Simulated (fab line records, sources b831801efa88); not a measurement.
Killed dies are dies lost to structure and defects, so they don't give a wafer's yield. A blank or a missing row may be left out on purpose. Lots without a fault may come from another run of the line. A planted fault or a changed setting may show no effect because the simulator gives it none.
fab line records | flow sky130 | part 1 of 2: steps 1 to 26 of 36
record lots=5 wafers=15 last_day=51
route steps=708 shown VT_ADJUST_PCH@149 SONOS_TUNNEL@154 SONOS_ONO@168
lots that met no fault: from a run of the same line without faults
start_h: hours from the record's first day to the start of the lot's first wafer shown | wait_h: hours since the lot's step before | " the same as in the row above | L1.1+2: a row that stands for several wafers | - no value, or no start given | * or withheld: withheld | < > ~ a bound
route shown NAME@n: a module of which the file shows steps, and the number in the route of the first | usual: mean/standard deviation of fault-free wafers | same: alike in all rows | chamber/n: place in a boat | sites: the reading at each site | _std_site: their standard deviation | _edge_site: outer sites' mean less inner sites' | radius_mm: how far each site lies from the wafer's centre | mask NAME#n: copy n | behind: the tool/chamber that last shaped the wafer | hold: why the lot was held/for how many hours/how that ended | device: the transistor (n, p or np) that didn't switch | end of line: the same wafers' tests at the end of the route | a step without rows: its recipe alone | killed: dies lost to structure and defects at the first sort, not the wafer's yield | map: a wafer's dies, x killed, . not, _ none there
set.NAME: the setting as run; set.NAME@STEP: as run at that earlier step | model.NAME: the simulator's own value behind a step, which no gauge read
lots at some steps of the route; a table a step, a row a wafer
services: from which hour (start_h, from the record's first day; less than 0 if before it) a tool's chamber was out of use, for how many hours, and why
## steps
# step SKY_VT_ADJUST_PCH_DEVELOP_06
# recipe wall_angle_deg=90 developer=TMAH develop_time_s=60 dev_temp_c=23
# usual exhaust_pa=45.1/0.77
# columns lot.wafer tool chamber start_h wait_h exhaust_pa
L077.2 litho_track-02 0 - - 45.8
L077.3 " 0 " " 43.9
L077.4 " 0 " " 44.7
L083.1 litho_track-02 0 - - 46.7
L083.5 " 0 " " 44.5
L083.6 " 0 " " 44.4
L090.4 litho_track-01 0 - - 46.1
L090.5 " 0 " " 45.6
L090.6 " 0 " " 45.9
L094.2 litho_track-04 0 - - 45.4
L094.4 " 0 " " 44.5
L094.6 " 0 " " 45.3
L097.1 litho_track-02 0 - - 45.9
L097.4 " 0 " " 44.3
L097.6 " 0 " " 45.4
# step SKY_VT_ADJUST_PCH_OVL_MEAS_07
# usual VT_ADJUST_PCH_OVL=-1.3/1.2
# columns lot.wafer tool chamber start_h wait_h VT_ADJUST_PCH_OVL[nm]
L077.2 overlay-01 - 244.66 - -0.6
L077.3 " - " " 0.4
L077.4 " - " " -0.6
L083.1 overlay-01 - 301.11 - -2.0
L083.5 " - " " -3.7
L083.6 " - " " -2.4
L090.4 overlay-02 - 347.18 - 1.2
L090.5 " - " " -0.2
L090.6 " - " " -0.5
L094.2 overlay-02 - 374.18 - -2.0
L094.4 " - " " -2.2
L094.6 " - " " -1.7
L097.1 overlay-01 - 403.51 - -1.5
L097.4 " - " " -2.3
L097.6 " - " " -1.6
# step SKY_VT_ADJUST_PCH_IMPLANT_08
# recipe species=B energy_kev=10 dose_cm2=5e+11 tilt_deg=withheld
# columns lot.wafer tool chamber start_h wait_h
L077.2+3+4 implanter-04 0 244.72 0.0
L083.1+5+6 implanter-01 0 301.14 0.0
L090.4+5+6 implanter-03 0 347.27 0.1
L094.2+4+6 implanter-01 0 374.24 0.0
L097.1+4+6 implanter-03 0 403.54 0.0
# step SKY_VT_ADJUST_PCH_STRIP_09
# recipe chemistry=O2/N2 power_w=1400 pressure_mtorr=1500 platen_temp_c=withheld o2_flow_sccm=3000 n2_flow_sccm=300 overash_fraction=0.5
# usual drypump_motor_current_A=5.9/0.36 o2_flow_sccm=3001/8.9 oes_product_au=0.722/0.0047 strip_time_to_endpoint_s=36.90/0.11
# columns lot.wafer tool chamber start_h wait_h drypump_motor_current_A o2_flow_sccm oes_product_au rf_hours_counter_h strip_time_to_endpoint_s
L077.2 plasma_asher-02 0 244.84 0.1 6.1 2996 0.724 13 36.80
L077.3 " 0 " " 6.1 3001 0.718 - 36.98
L077.4 " 1 " " 6.2 2994 0.727 - 36.92
L083.1 plasma_asher-02 0 301.29 0.1 6.1 2999 0.727 18 36.87
L083.5 " 0 " " 6.1 3007 0.718 - 36.77
L083.6 " 1 " " 6.3 3003 0.722 - 36.70
L090.4 plasma_asher-03 0 347.38 0.1 6.3 2997 0.732 - 36.79
L090.5 " 0 " " 6.3 2995 0.727 - 36.84
L090.6 " 1 " " 5.6 2992 0.720 - 36.83
L094.2 plasma_asher-02 0 374.36 0.1 6.1 2998 0.724 25 37.03
L094.4 " 1 " " 6.2 2994 0.728 - 36.87
L094.6 " 0 " " 6.1 2996 0.720 - 36.87
L097.1 plasma_asher-04 1 403.69 0.1 5.3 2998 0.730 73 36.93
L097.4 " 0 " " 5.9 3005 0.713 - 36.94
L097.6 " 1 " " 5.3 2984 0.721 - 37.02
# step SKY_VT_ADJUST_PCH_TW_MEAS_10
# usual VT_ADJUST_PCH_TW=144.7/0.6
# columns lot.wafer tool chamber start_h wait_h VT_ADJUST_PCH_TW
L077.2 film_metro-03 - 244.95 0.1 145.1
L077.3 " - " " 145.0
L077.4 " - " " 144.5
L083.1 film_metro-02 - 301.39 0.1 145.0
L083.5 " - " " 145.0
L083.6 " - " " 144.4
L090.4 film_metro-03 - 347.47 0.1 144.6
L090.5 " - " " 144.2
L090.6 " - " " 145.0
L094.2 film_metro-02 - 374.47 0.1 145.8
L094.4 " - " " 144.6
L094.6 " - " " 144.4
L097.1 film_metro-03 - 403.79 0.1 144.5
L097.4 " - " " 143.7
L097.6 " - " " 144.9
# step SKY_SONOS_TUNNEL_DEHYDRATE_00
# recipe temp_c=200 time_s=60
# usual exhaust_pa=45.0/0.95
# columns lot.wafer tool chamber start_h wait_h exhaust_pa
L077.2 litho_track-01 0 257.08 12.1 45.9
L077.3 " 0 " " 44.0
L077.4 " 0 " " 46.6
L083.1 litho_track-01 0 313.46 12.1 45.6
L083.5 " 0 " " 45.4
L083.6 " 0 " " 44.7
L090.4 litho_track-01 0 359.43 11.9 45.2
L090.5 " 0 " " 42.8
L090.6 " 0 " " 44.2
L094.2 litho_track-03 0 387.16 12.7 46.3
L094.4 " 0 " " 46.4
L094.6 " 0 " " 46.5
L097.1 litho_track-03 0 416.99 13.2 44.2
L097.4 " 0 " " 44.9
L097.6 " 0 " " 45.3
# step SKY_SONOS_TUNNEL_HMDS_01
# recipe prime_time_s=60 prime_temp_c=120
# usual exhaust_pa=45.1/0.92
# columns lot.wafer tool chamber start_h wait_h exhaust_pa
L077.2 litho_track-01 0 257.23 0.1 44.8
L077.3 " 0 " " 43.6
L077.4 " 0 " " 44.4
L083.1 litho_track-01 0 313.61 0.1 44.7
L083.5 " 0 " " 45.1
L083.6 " 0 " " 44.7
L090.4 litho_track-01 0 359.58 0.1 44.6
L090.5 " 0 " " 44.5
L090.6 " 0 " " 44.1
L094.2 litho_track-03 0 387.31 0.1 45.1
L094.4 " 0 " " 44.9
L094.6 " 0 " " 45.4
L097.1 litho_track-03 0 417.14 0.1 46.1
L097.4 " 0 " " 46.9
L097.6 " 0 " " 46.0
# step SKY_SONOS_TUNNEL_COAT_02
# recipe resist=NOVOLAK spin_rpm=3000 resist_thk_nm=1140
# usual exhaust_pa=45.0/0.99
# columns lot.wafer tool chamber start_h wait_h exhaust_pa
L077.2 litho_track-01 0 257.38 0.1 45.8
L077.3 " 0 " " 45.3
L077.4 " 0 " " 44.9
L083.1 litho_track-01 0 313.76 0.1 45.7
L083.5 " 0 " " 45.6
L083.6 " 0 " " 46.2
L090.4 litho_track-01 0 359.73 0.1 45.7
L090.5 " 0 " " 45.6
L090.6 " 0 " " 45.3
L094.2 litho_track-03 0 387.46 0.1 45.1
L094.4 " 0 " " 46.1
L094.6 " 0 " " 44.4
L097.1 litho_track-03 0 417.29 0.1 45.9
L097.4 " 0 " " 46.7
L097.6 " 0 " " 45.9
# step SKY_SONOS_TUNNEL_SOFTBAKE_03
# recipe temp_c=90 time_s=60 resist=NOVOLAK
# usual exhaust_pa=45.2/0.85
# columns lot.wafer tool chamber start_h wait_h exhaust_pa
L077.2 litho_track-01 0 257.53 0.1 43.9
L077.3 " 0 " " 44.9
L077.4 " 0 " " 45.2
L083.1 litho_track-01 0 313.91 0.1 45.2
L083.5 " 0 " " 45.3
L083.6 " 0 " " 45.0
L090.4 litho_track-01 0 359.88 0.1 45.2
L090.5 " 0 " " 44.3
L090.6 " 0 " " 44.8
L094.2 litho_track-03 0 387.61 0.1 46.4
L094.4 " 0 " " 44.9
L094.6 " 0 " " 45.2
L097.1 litho_track-03 0 417.44 0.1 44.5
L097.4 " 0 " " 45.4
L097.6 " 0 " " 44.6
# step SKY_SONOS_TUNNEL_EXPOSE_04
# recipe mask_id=TUNM na=0.6 source_shape=conventional sigma_outer=0.6 polarization=unpolarized target_cd_nm=410 dose_mj=136
# usual focus_offset_nm=0.0/0.53
# columns lot.wafer tool chamber start_h wait_h mask focus_offset_nm
L077.2 iline_stepper-01 0 - - TUNM#0 0.4
L077.3 " 0 " " TUNM#0 0.2
L077.4 " 0 " " TUNM#0 0.0
L083.1 iline_stepper-02 0 - - TUNM#0 -0.6
L083.5 " 0 " " TUNM#0 0.2
L083.6 " 0 " " TUNM#0 0.5
L090.4 iline_stepper-02 0 - - TUNM#0 -1.0
L090.5 " 0 " " TUNM#0 -0.9
L090.6 " 0 " " TUNM#0 0.1
L094.2 iline_stepper-01 0 - - TUNM#0 0.1
L094.4 " 0 " " TUNM#0 -0.4
L094.6 " 0 " " TUNM#0 0.3
L097.1 iline_stepper-02 0 - - TUNM#0 -0.8
L097.4 " 0 " " TUNM#0 -1.4
L097.6 " 0 " " TUNM#0 -1.2
# step SKY_SONOS_TUNNEL_PEB_05
# recipe temp_c=withheld time_s=* resist=NOVOLAK
# usual exhaust_pa=44.9/0.89
# columns lot.wafer tool chamber start_h wait_h exhaust_pa
L077.2 litho_track-04 0 - - 44.8
L077.3 " 0 " " 45.0
L077.4 " 0 " " 44.9
L083.1 litho_track-04 0 - - 44.9
L083.5 " 0 " " 44.4
L083.6 " 0 " " 45.0
L090.4 litho_track-03 0 - - 43.9
L090.5 " 0 " " 42.9
L090.6 " 0 " " 44.8
L094.2 litho_track-03 0 - - 45.2
L094.4 " 0 " " 46.2
L094.6 " 0 " " 45.7
L097.1 litho_track-01 0 - - 44.2
L097.4 " 0 " " 45.5
L097.6 " 0 " " 44.3
# step SKY_SONOS_TUNNEL_DEVELOP_06
# recipe resist=NOVOLAK developer=TMAH develop_time_s=60 dev_temp_c=23
# usual exhaust_pa=45.1/0.83
# columns lot.wafer tool chamber start_h wait_h exhaust_pa
L077.2 litho_track-04 0 270.50 0.1 45.7
L077.3 " 0 " " 46.2
L077.4 " 0 " " 45.9
L083.1 litho_track-04 0 325.52 0.1 45.2
L083.5 " 0 " " 44.8
L083.6 " 0 " " 45.7
L090.4 litho_track-03 0 373.86 0.1 43.7
L090.5 " 0 " " 43.5
L090.6 " 0 " " 43.8
L094.2 litho_track-03 0 401.76 0.1 43.8
L094.4 " 0 " " 45.1
L094.6 " 0 " " 46.4
L097.1 litho_track-01 0 433.16 0.1 43.4
L097.4 " 0 " " 45.4
L097.6 " 0 " " 45.3
# step SKY_SONOS_TUNNEL_CD_MEAS_07
# recipe target_cd_nm=410
# usual cd_nm=410.3/2.1
# columns lot.wafer tool chamber start_h wait_h cd_nm
L077.2 cd_sem-02 - 270.78 0.3 412.0
L077.3 " - " " 412.3
L077.4 " - " " 413.4
L083.1 cd_sem-02 - 325.67 0.1 414.7
L083.5 " - " " 412.3
L083.6 " - " " 412.5
L090.4 cd_sem-02 - 374.00 0.1 411.3
L090.5 " - " " 413.5
L090.6 " - " " 412.2
L094.2 cd_sem-02 - 401.91 0.1 413.8
L094.4 " - " " 412.9
L094.6 " - " " 411.3
L097.1 cd_sem-02 - 433.31 0.1 411.9
L097.4 " - " " 411.5
L097.6 " - " " 411.2
# step SKY_SONOS_TUNNEL_OVL_MEAS_08
# usual SONOS_TUNNEL_OVL=-1.8/1.3
# columns lot.wafer tool chamber start_h wait_h SONOS_TUNNEL_OVL[nm]
L077.2 overlay-01 - 270.89 0.1 -2.2
L077.3 " - " " -1.1
L077.4 " - " " -2.9
L083.1 overlay-01 - 325.79 0.1 -3.9
L083.5 " - " " -4.5
L083.6 " - " " -4.1
L090.4 overlay-01 - 374.07 0.1 0.0
L090.5 " - " " 1.4
L090.6 " - " " 0.0
L094.2 overlay-01 - 402.01 0.1 -2.6
L094.4 " - " " -2.5
L094.6 " - " " -2.6
L097.1 overlay-02 - 433.43 0.1 -2.4
L097.4 " - " " -1.8
L097.6 " - " " -3.4
# step SKY_SONOS_TUNNEL_IMPLANT_09
# recipe species=B energy_kev=20 dose_cm2=1e+12 tilt_deg=withheld
# columns lot.wafer tool chamber start_h wait_h
L077.2+3+4 implanter-03 0 270.95 0.0
L083.1+5+6 implanter-04 0 325.83 0.0
L090.4+5+6 implanter-03 0 374.17 0.1
L094.2+4+6 implanter-02 0 402.07 0.0
L097.1+4+6 implanter-04 0 433.46 0.0
# step SKY_SONOS_TUNNEL_WET_ETCH_10
# recipe chemistry=dHF target_depth_nm=14 target=SiO2 dilution=100:1 temp_c=25 time_s=280
# usual temp_c=25.00/0.092
# columns lot.wafer tool chamber start_h wait_h temp_c
L077.2 wet_bench-02 2 271.07 0.1 25.02
L077.3 " 2 " " 24.93
L077.4 " 2 " " 25.05
L083.1 wet_bench-04 1 325.98 0.1 25.06
L083.5 " 1 " " 24.98
L083.6 " 1 " " 24.96
L090.4 wet_bench-04 0 374.24 0.1 24.99
L090.5 " 0 " " 25.07
L090.6 " 0 " " 25.00
L094.2 wet_bench-03 0 402.19 0.1 25.10
L094.4 " 0 " " 25.10
L094.6 " 0 " " 25.04
L097.1 wet_bench-04 0 433.61 0.1 24.97
L097.4 " 0 " " 24.97
L097.6 " 0 " " 24.77
# step SKY_SONOS_TUNNEL_STRIP_11
# recipe chemistry=SPM time_s=600 temp_c=130
# usual temp_c=130.02/0.16
# columns lot.wafer tool chamber start_h wait_h temp_c
L077.2 wet_bench-04 1 271.16 0.0 130.08
L077.3 " 1 " " 129.94
L077.4 " 1 " " 129.97
L083.1 wet_bench-04 2 326.07 0.0 129.74
L083.5 " 2 " " 129.70
L083.6 " 2 " " 129.93
L090.4 wet_bench-02 2 374.33 0.0 129.98
L090.5 " 2 " " 130.12
L090.6 " 2 " " 129.94
L094.2 wet_bench-04 1 402.28 0.0 130.27
L094.4 " 1 " " 129.85
L094.6 " 1 " " 130.07
L097.1 wet_bench-03 3 433.70 0.0 129.96
L097.4 " 3 " " 129.86
L097.6 " 3 " " 130.02
# step SKY_SONOS_TUNNEL_TW_MEAS_12
# usual SONOS_TUNNEL_TW=199.4/0.99
# columns lot.wafer tool chamber start_h wait_h SONOS_TUNNEL_TW
L077.2 film_metro-04 - 271.34 0.0 198.4
L077.3 " - " " 197.8
L077.4 " - " " 198.4
L083.1 film_metro-03 - 326.24 0.0 200.6
L083.5 " - " " 200.9
L083.6 " - " " 200.2
L090.4 film_metro-01 - 374.55 0.0 198.7
L090.5 " - " " 198.5
L090.6 " - " " 198.5
L094.2 film_metro-01 - 402.46 0.0 198.9
L094.4 " - " " 197.7
L094.6 " - " " 197.8
L097.1 film_metro-04 - 433.93 0.0 199.6
L097.4 " - " " 200.3
L097.6 " - " " 200.4
# step SKY_SONOS_TUNNEL_CLEAN_13
# recipe chemistry=dHF time_s=20 dilution=100:1 dry=ipa_marangoni
# columns lot.wafer tool chamber start_h wait_h
L077.2+3+4 wet_bench-03 2 271.39 0.0
L083.1+5+6 wet_bench-02 3 326.30 0.1
L090.4+5+6 wet_bench-04 1 374.58 0.0
L094.2+4+6 wet_bench-03 0 402.51 0.0
L097.1+4+6 wet_bench-02 0 433.99 0.1
# step SKY_SONOS_ONO_OXIDATION_00
# recipe temp_c=800 ambient=O2 idle_temp_c=700 ramp_up_c_per_min=10 ramp_down_c_per_min=3 stabilise_s=600 purge_s=300 target_thk_a=26 ox_time_s=1249
# usual ramp_up_c_per_min=10.0000/0.002 spike_tc_upper_C=800.2/0.94
# columns lot.wafer tool chamber start_h wait_h ramp_up_c_per_min spike_tc_upper_C
L077.2 furnace-02 0 273.46 2.0 9.9982 799.9
L077.3 " 0 " " 9.9992 801.4
L077.4 " 0 " " 10.003 799.3
L083.1 furnace-01 0 326.63 0.3 9.9985 799.7
L083.5 " 0 " " 9.9994 799.7
L083.6 " 0 " " 10.001 801.9
L090.4 furnace-01 0 376.53 1.9 10.000 799.2
L090.5 " 0 " " 10.001 799.9
L090.6 " 0 " " 10.001 800.3
L094.2 furnace-01 0 403.41 0.9 9.9989 800.8
L094.4 " 0 " " 10.001 800.8
L094.6 " 0 " " 9.9993 799.8
L097.1 furnace-02 0 434.44 0.4 10.000 798.5
L097.4 " 0 " " 9.9991 799.2
L097.6 " 0 " " 9.9974 798.7
# step SKY_SONOS_ONO_THK_MEAS_01
# recipe reads=SiO2_of_SONOS_ONO_OXIDATION_00
# usual SONOS_ONO_OXIDATION_THK=2.58/0.04
# columns lot.wafer tool chamber start_h wait_h SONOS_ONO_OXIDATION_THK[nm]
L077.2 film_metro-01 - 274.82 0.0 2.56
L077.3 " - " " 2.59
L077.4 " - " " 2.56
L083.1 film_metro-02 - 327.98 0.0 2.56
L083.5 " - " " 2.56
L083.6 " - " " 2.58
L090.4 film_metro-04 - 377.91 0.0 2.64
L090.5 " - " " 2.65
L090.6 " - " " 2.62
L094.2 film_metro-01 - 404.76 0.0 2.60
L094.4 " - " " 2.56
L094.6 " - " " 2.55
L097.1 film_metro-02 - 435.78 0.0 2.52
L097.4 " - " " 2.54
L097.6 " - " " 2.55
# step SKY_SONOS_ONO_CVD_02
# recipe material=Si3N4 precursor=DCS/NH3 target_thk_nm=10.5 temp_c=770 time_s=180 pressure_mtorr=250
# usual spike_tc_upper_C=770.8/1.6
# columns lot.wafer tool chamber start_h wait_h spike_tc_upper_C
L077.2 lpcvd-02 1 274.87 0.0 770.0
L077.3 " 1 " " 770.2
L077.4 " 1 " " 771.5
L083.1 lpcvd-02 1 328.48 0.5 767.7
L083.5 " 1 " " 769.0
L083.6 " 1 " " 769.4
L090.4 lpcvd-02 0 383.57 5.7 771.2
L090.5 " 0 " " 771.7
L090.6 " 0 " " 770.3
L094.2 lpcvd-02 0 406.09 1.3 773.6
L094.4 " 0 " " 772.2
L094.6 " 0 " " 772.2
L097.1 lpcvd-02 1 438.13 2.3 769.8
L097.4 " 1 " " 768.2
L097.6 " 1 " " 771.3
# step SKY_SONOS_ONO_THK_MEAS_03
# recipe reads=Si3N4_of_SONOS_ONO_CVD_02
# usual SONOS_ONO_CVD_02_THK=10.55/0.14
# columns lot.wafer tool chamber start_h wait_h SONOS_ONO_CVD_02_THK[nm]
L077.2 film_metro-02 - 275.93 0.0 10.55
L077.3 " - " " 10.55
L077.4 " - " " 10.56
L083.1 film_metro-01 - 329.53 0.0 10.66
L083.5 " - " " 10.66
L083.6 " - " " 10.47
L090.4 film_metro-01 - 385.18 0.0 10.46
L090.5 " - " " 10.63
L090.6 " - " " 10.49
L094.2 film_metro-04 - 407.15 0.0 10.64
L094.4 " - " " 10.71
L094.6 " - " " 10.72
L097.1 film_metro-02 - 439.18 0.0 10.67
L097.4 " - " " 10.77
L097.6 " - " " 10.74
# step SKY_SONOS_ONO_CVD_04
# recipe material=SiO2 precursor=SiH4/N2O target_thk_nm=5.7199 temp_c=900 pressure_mtorr=384.9
# usual spike_tc_upper_C=899.3/1.9
# columns lot.wafer tool chamber start_h wait_h spike_tc_upper_C
L077.2 lpcvd-03 1 275.98 0.0 899.4
L077.3 " 1 " " 898.4
L077.4 " 1 " " 897.7
L083.1 lpcvd-03 1 329.59 0.1 899.1
L083.5 " 1 " " 898.4
L083.6 " 1 " " 899.0
L090.4 lpcvd-03 0 385.21 0.0 900.6
L090.5 " 0 " " 902.8
L090.6 " 0 " " 902.0
L094.2 lpcvd-03 0 407.20 0.0 901.4
L094.4 " 0 " " 902.6
L094.6 " 0 " " 900.7
L097.1 lpcvd-03 1 439.24 0.1 898.8
L097.4 " 1 " " 897.1
L097.6 " 1 " " 900.0
# step SKY_SONOS_ONO_THK_MEAS_05
# recipe reads=SiO2_of_SONOS_ONO_CVD_04
# usual SONOS_ONO_CVD_04_THK=5.52/0.11
# columns lot.wafer tool chamber start_h wait_h SONOS_ONO_CVD_04_THK[nm]
L077.2 film_metro-04 - 277.24 0.0 5.44
L077.3 " - " " 5.53
L077.4 " - " " 5.56
L083.1 film_metro-04 - 330.84 0.0 5.56
L083.5 " - " " 5.47
L083.6 " - " " 5.57
L090.4 film_metro-04 - 386.49 0.0 5.49
L090.5 " - " " 5.53
L090.6 " - " " 5.58
L094.2 film_metro-02 - 409.09 0.0 5.61
L094.4 " - " " 5.49
L094.6 " - " " 5.55
L097.1 film_metro-04 - 440.49 0.0 5.46
L097.4 " - " " 5.42
L097.6 " - " " 5.43
# step SKY_SONOS_ONO_DEHYDRATE_06
# recipe temp_c=200 time_s=60
# usual exhaust_pa=44.9/0.81
# columns lot.wafer tool chamber start_h wait_h exhaust_pa
L077.2 litho_track-02 0 288.98 11.7 46.5
L077.3 " 0 " " 46.9
L077.4 " 0 " " 45.4
L083.1 litho_track-03 0 344.39 13.5 44.9
L083.5 " 0 " " 44.5
L083.6 " 0 " " 45.7
L090.4 litho_track-03 0 400.06 13.6 44.3
L090.5 " 0 " " 46.0
L090.6 " 0 " " 44.4
L094.2 litho_track-02 0 423.03 13.9 44.2
L094.4 " 0 " " 44.8
L094.6 " 0 " " 45.3
L097.1 litho_track-02 0 454.76 14.3 46.1
L097.4 " 0 " " 43.7
L097.6 " 0 " " 44.1
